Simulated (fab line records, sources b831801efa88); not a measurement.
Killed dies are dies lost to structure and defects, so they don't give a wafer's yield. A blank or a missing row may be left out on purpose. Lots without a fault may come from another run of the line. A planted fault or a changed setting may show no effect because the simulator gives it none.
Tool commonality check | flow gf180mcu | 13 lots, 39 wafers sampled

WHY IT WAS OPENED
At GF_VT_IMPLANT_TW_MEAS_32 the reading VT_IMPLANT_3_TW is flagged on 2 of 13 lots. Wafers without a fault read 268.7, standard deviation 2.1.
Rule: a lot is flagged when every wafer of it that has a number lies more than 4 standard deviations from that mean, or none has a number. The other lots count as sound.

lot  | measured     | on            | VT_IMPLANT_3_TW, wafer by wafer | flag
L245 | day 6 20:26  | film_metro-01 | 269.4 269.1 271.0               |
L248 | day 7 18:36  | film_metro-02 | 268.4 269.2 267.8               |
L249 | day 8 01:14  | film_metro-02 | 271.0 270.7 269.5               |
L250 | day 8 10:45  | film_metro-01 | 268.8 268.7 269.9               |
L251 | day 8 17:55  | film_metro-02 | 271.4 270.7 271.2               |
L252 | day 8 22:54  | film_metro-04 | 266.9 267.2 266.5               |
L253 | day 9 02:38  | film_metro-02 | 269.0 270.3 269.5               |
L254 | day 9 09:07  | film_metro-01 | 269.4 271.0 271.8               |
L257 | day 10 08:08 | film_metro-01 | 244.4 244.9 244.0               | FLAGGED
L258 | day 10 12:42 | film_metro-04 | 267.8 264.9 266.4               |
L259 | day 11 00:19 | film_metro-01 | 270.5 270.7 271.7               |
L261 | day 11 11:48 | film_metro-02 | 243.7 245.0 242.9               | FLAGGED
L267 | day 13 04:00 | film_metro-04 | 266.0 265.1 265.7               |
The numbers of the flagged lots are 244.2 on average: -24.5 against the usual, or -12 standard deviations.

WHICH TOOL RAN EACH LOT
The record holds 2 process steps before the reading, out of a route of 602 steps. In each cell: the tool, then ch and the chambers that the sampled wafers went through, then the start.
lot  | flag    | GF_VT_IMPLANT_STRIP_20               | GF_VT_IMPLANT_IMPLANT_30
L245 |         | plasma_asher-01 ch 0, day 6 04:36    | implanter-01 ch 0, day 6 20:11
L248 |         | plasma_asher-04 ch 0,1, day 7 01:56  | implanter-04 ch 0, day 7 18:21
L249 |         | plasma_asher-02 ch 0,1, day 7 08:32  | implanter-01 ch 0, day 8 00:59
L250 |         | plasma_asher-01 ch 0,1, day 7 17:26  | implanter-04 ch 0, day 8 10:30
L251 |         | plasma_asher-04 ch 0,1, day 8 00:32  | implanter-03 ch 0, day 8 17:42
L252 |         | plasma_asher-04 ch 0,1, day 8 04:23  | implanter-04 ch 0, day 8 22:40
L253 |         | plasma_asher-04 ch 1, day 8 08:14    | implanter-01 ch 0, day 9 02:23
L254 |         | plasma_asher-01 ch 0,1, day 8 14:05  | implanter-01 ch 0, day 9 08:54
L257 | FLAGGED | plasma_asher-02 ch 0,1, day 9 12:32  | implanter-01 ch 0, day 10 07:53
L258 |         | plasma_asher-02 ch 0,1, day 9 17:08  | implanter-03 ch 0, day 10 12:28
L259 |         | plasma_asher-01 ch 0,1, day 10 04:23 | implanter-04 ch 0, day 11 00:05
L261 | FLAGGED | plasma_asher-02 ch 0,1, day 10 16:05 | implanter-01 ch 0, day 11 11:35
L267 |         | plasma_asher-04 ch 0,1, day 12 08:09 | implanter-03 ch 0, day 13 03:45
What these steps do:
- GF_VT_IMPLANT_STRIP_20: strips in O2/N2.
- GF_VT_IMPLANT_IMPLANT_30
- GF_VT_IMPLANT_TW_MEAS_32

FLAGGED OVER TOTAL, TOOL BY TOOL (the gauges that took the reading come last)
step                     | tool            | lots run | flagged | share of the flagged lots | sound lots run after its first flagged lot
GF_VT_IMPLANT_STRIP_20   | plasma_asher-01 | 4        | 0       | none                      | -
GF_VT_IMPLANT_STRIP_20   | plasma_asher-02 | 4        | 2       | all                       | 1 (L258)
GF_VT_IMPLANT_STRIP_20   | plasma_asher-04 | 5        | 0       | none                      | -
GF_VT_IMPLANT_IMPLANT_30 | implanter-01    | 6        | 2       | all                       | 0
GF_VT_IMPLANT_IMPLANT_30 | implanter-03    | 3        | 0       | none                      | -
GF_VT_IMPLANT_IMPLANT_30 | implanter-04    | 4        | 0       | none                      | -
GF_VT_IMPLANT_TW_MEAS_32 | film_metro-01   | 5        | 1       | some                      | 1 (L259)
GF_VT_IMPLANT_TW_MEAS_32 | film_metro-02   | 5        | 1       | some                      | 0
GF_VT_IMPLANT_TW_MEAS_32 | film_metro-04   | 3        | 0       | none                      | -

WHAT THE TABLE ALLOWS
2 rows of the table ran every flagged lot: plasma_asher-02 at GF_VT_IMPLANT_STRIP_20, implanter-01 at GF_VT_IMPLANT_IMPLANT_30.
- plasma_asher-02 at GF_VT_IMPLANT_STRIP_20: 2 of its 4 lots flagged. Sound lots ran on it after the first flagged one (L258), which a lasting fault on the whole tool wouldn't allow.
- implanter-01 at GF_VT_IMPLANT_IMPLANT_30: 2 of its 6 lots flagged. Its last sound lot is L254 (day 9 08:54), its first flagged lot L257 (day 10 07:53): a fault that began between those two fits. Its own readings lie more than 4 standard deviations out on every wafer of the flagged lots: dose_ions_cm2, faraday_current_uA.
One tool is left: implanter-01 at GF_VT_IMPLANT_IMPLANT_30.

WHAT THE SIMULATOR HAD PUT IN
Process parameter drift: implanter-01, from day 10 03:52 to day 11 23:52, at GF_VT_IMPLANT_IMPLANT_30. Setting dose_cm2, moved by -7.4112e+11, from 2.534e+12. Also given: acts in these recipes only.
Lots struck among those shown: L257, L261. The rule above found the same.
